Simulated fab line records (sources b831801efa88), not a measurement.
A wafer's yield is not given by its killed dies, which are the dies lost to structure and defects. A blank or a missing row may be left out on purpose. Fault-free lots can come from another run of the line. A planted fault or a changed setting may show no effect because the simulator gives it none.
What tool caused it? + flow gf180mcu + 11 lots, 33 wafers sampled, at 6 steps of a route of 602

== WHAT THE GAUGES READ, wafer by wafer ==
GF_M3_CD_MEAS_14: target cd 280 nm.
| lot  | measured     | on       | cdNm (nm)         |
|------|--------------|----------|-------------------|
| L658 | day 22 03:21 | cdSem-02 | 279.8 281.1 281.4 |
| L659 | day 22 10:28 | cdSem-02 | 279.4 279.9 278.1 |
| L661 | day 23 04:10 | cdSem-02 | 279.3 279.5 280.3 |
| L662 | day 23 13:43 | cdSem-02 | 278.8 278.1 279.6 |
| L663 | day 24 01:36 | cdSem-02 | 281.2 280.9 279.8 |
| L670 | day 26 22:14 | cdSem-02 | 279.0 279.3 278.3 |
| L674 | day 27 11:31 | cdSem-02 | 279.3 279.8 280.8 |
| L675 | day 27 17:34 | cdSem-01 | 280.2 280.6 279.3 |
| L676 | day 28 09:20 | cdSem-01 | 280.7 280.7 279.4 |
| L677 | day 28 15:46 | cdSem-01 | 281.1 280.5 282.2 |
| L678 | day 28 22:55 | cdSem-01 | 279.3 278.7 279.2 |

GF_M3_OVL_MEAS_15.
| lot  | measured     | on         | M3_OVL (nm) |
|------|--------------|------------|-------------|
| L658 | day 22 03:28 | overlay-01 | -1 3 -1     |
| L659 | day 22 10:34 | overlay-02 | -7 -5 -4    |
| L661 | day 23 04:16 | overlay-02 | -1 3 1      |
| L662 | day 23 13:50 | overlay-01 | 3 1 2       |
| L663 | day 24 01:43 | overlay-01 | 6 8 -4      |
| L670 | day 26 22:22 | overlay-01 | 13 3 10     |
| L674 | day 27 11:37 | overlay-02 | -5 -2 -1    |
| L675 | day 27 17:41 | overlay-01 | -1 4 -7     |
| L676 | day 28 09:28 | overlay-02 | 3 0 -2      |
| L677 | day 28 15:53 | overlay-01 | 4 2 4       |
| L678 | day 28 23:02 | overlay-01 | -2 3 -4     |

GF_V3_RS_MEAS_24: the measuring method here is four-point-probe.
| lot  | measured     | on           | V3_W_RS (ohm/sq)                    |
|------|--------------|--------------|-------------------------------------|
| L658 | day 23 04:47 | filmMetro-02 | 0.320 0.321 0.334                   |
| L659 | day 23 11:49 | filmMetro-01 | 0.332 0.323 0.335                   |
| L661 | day 24 05:14 | filmMetro-03 | 0.281 0.281 0.284 0.280 0.281 0.283 |
| L662 | day 24 15:20 | filmMetro-02 | 0.334 0.331 0.331                   |
| L663 | day 25 02:38 | filmMetro-02 | 0.282 0.274 0.271 0.282 0.274 0.271 |
| L670 | day 27 21:08 | filmMetro-03 | 0.329 0.317 0.330                   |
| L674 | day 28 09:26 | filmMetro-01 | 0.330 0.325 0.326                   |
| L675 | day 28 15:31 | filmMetro-01 | 0.332 0.324 0.330                   |
| L676 | day 29 07:08 | filmMetro-02 | 0.336 0.322 0.331                   |
| L677 | day 29 13:55 | filmMetro-01 | 0.330 0.325 0.324                   |
| L678 | day 29 20:57 | filmMetro-02 | 0.325 0.328 0.322                   |

GF_V3_THK_MEAS_25: measures by xrf.
| lot  | measured     | on           | V3_W_THK (nm)           |
|------|--------------|--------------|-------------------------|
| L658 | day 23 04:54 | filmMetro-02 | 367 365 351             |
| L659 | day 23 11:55 | filmMetro-01 | 344 354 342             |
| L661 | day 24 10:53 | filmMetro-03 | 408 414 405 411 410 405 |
| L662 | day 24 15:28 | filmMetro-02 | 349 353 353             |
| L663 | day 25 08:02 | filmMetro-02 | 411 425 429 412 423 427 |
| L670 | day 27 21:15 | filmMetro-03 | 349 363 350             |
| L674 | day 28 09:32 | filmMetro-01 | 344 348 343             |
| L675 | day 28 15:37 | filmMetro-01 | 340 349 341             |
| L676 | day 29 07:16 | filmMetro-02 | 344 360 350             |
| L677 | day 29 14:02 | filmMetro-01 | 338 349 350             |
| L678 | day 29 21:04 | filmMetro-02 | 356 354 360             |

== EACH LOT AND THE TOOL THAT RAN IT (in order: tool; ch and the chambers of the sampled wafers; start) ==
| lot  | GF_V3_SPUTTER_21            | GF_V3_CVD_23                 |
|------|-----------------------------|------------------------------|
| L658 | pvdSputter-04, day 23 04:34 | cvdW-02 ch 0,1, day 23 04:40 |
| L659 | pvdSputter-01, day 23 11:35 | cvdW-02 ch 0,1, day 23 11:41 |
| L661 | pvdSputter-01, day 24 05:00 | cvdW-02 ch 0, day 24 05:06   |
| L662 | pvdSputter-04, day 24 15:08 | cvdW-01 ch 0,1, day 24 15:14 |
| L663 | pvdSputter-02, day 25 02:25 | cvdW-02 ch 0,1, day 25 02:31 |
| L670 | pvdSputter-04, day 27 20:55 | cvdW-02 ch 0,1, day 27 21:01 |
| L674 | pvdSputter-01, day 28 09:11 | cvdW-01 ch 0,1, day 28 09:17 |
| L675 | pvdSputter-04, day 28 15:17 | cvdW-02 ch 0,1, day 28 15:23 |
| L676 | pvdSputter-02, day 29 06:56 | cvdW-02 ch 0,1, day 29 07:02 |
| L677 | pvdSputter-02, day 29 13:42 | cvdW-02 ch 0,1, day 29 13:48 |
| L678 | pvdSputter-01, day 29 20:43 | cvdW-01 ch 0,1, day 29 20:49 |
- GF_V3_SPUTTER_21: material Ti, target thk 15 nm, time 80.02 s.
- GF_V3_CVD_23: deposits W, target thk 350 nm, time 104.9 s.

== WHAT THE TOOLS THEMSELVES READ (means of the sampled wafers that have a number; where no wafer has one, the mark that the record gives instead) ==
GF_V3_SPUTTER_21.
| lot  | tool          | substrateTempC (C) | throttleValvePct (%) |
|------|---------------|--------------------|----------------------|
| L658 | pvdSputter-04 | 199.85             | 30.5                 |
| L659 | pvdSputter-01 | 200.01             | 30.5                 |
| L661 | pvdSputter-01 | 199.95             | 30.8                 |
| L662 | pvdSputter-04 | 199.92             | 30.6                 |
| L663 | pvdSputter-02 | 200.05             | 30.2                 |
| L670 | pvdSputter-04 | 200.17             | 30.5                 |
| L674 | pvdSputter-01 | 199.92             | 30.3                 |
| L675 | pvdSputter-04 | 200.00             | 30.5                 |
| L676 | pvdSputter-02 | 200.02             | 30.7                 |
| L677 | pvdSputter-02 | 200.18             | 30.4                 |
| L678 | pvdSputter-01 | 200.03             | 31.4                 |

GF_V3_CVD_23.
| lot  | tool    | heaterPowerW (W) |
|------|---------|------------------|
| L658 | cvdW-02 | 926              |
| L659 | cvdW-02 | 903              |
| L661 | cvdW-02 | 863              |
| L662 | cvdW-01 | 864              |
| L663 | cvdW-02 | 928              |
| L670 | cvdW-02 | 904              |
| L674 | cvdW-01 | 915              |
| L675 | cvdW-02 | 903              |
| L676 | cvdW-02 | 921              |
| L677 | cvdW-02 | 944              |
| L678 | cvdW-01 | 857              |

== THE ANSWER, worked out from the rows above alone ==
Rule: what is usual is taken from the lots themselves. Put in order of their means at a reading, lots are off if they are a third of the lots or fewer, leave a main group of 4 or more, and stand apart from it by a gap of 3 or more times the standard deviation of the main group's means; of several such gaps the widest counts. If all means in a main group match to the digits the tables above print for the reading, that group is not used. A lot without any number at a reading at which 4 lots or more have one is off too. Any other lot the step has rows for is counted as sound. The gauges are gone through in route order, then the tools' own readings, and for those a lot's mean is taken as printed above. The first step at which some lot is off is used, and at that step the reading that is off furthest; a lot without a number counts as furthest.
Off: L661, L663, seen at GF_V3_RS_MEAS_24 (V3_W_RS). Mean 0.328 ohm/sq and standard deviation 0.0024 in the main group.
If a tool, at a process step before that reading, ran all the lots that are off and no sound lot after the first of them, it fits. Those tools and the gauges at GF_V3_RS_MEAS_24 are tried in the same way. Of those tried, none fits.

== WHAT THE SIMULATOR HAD INSERTED ==
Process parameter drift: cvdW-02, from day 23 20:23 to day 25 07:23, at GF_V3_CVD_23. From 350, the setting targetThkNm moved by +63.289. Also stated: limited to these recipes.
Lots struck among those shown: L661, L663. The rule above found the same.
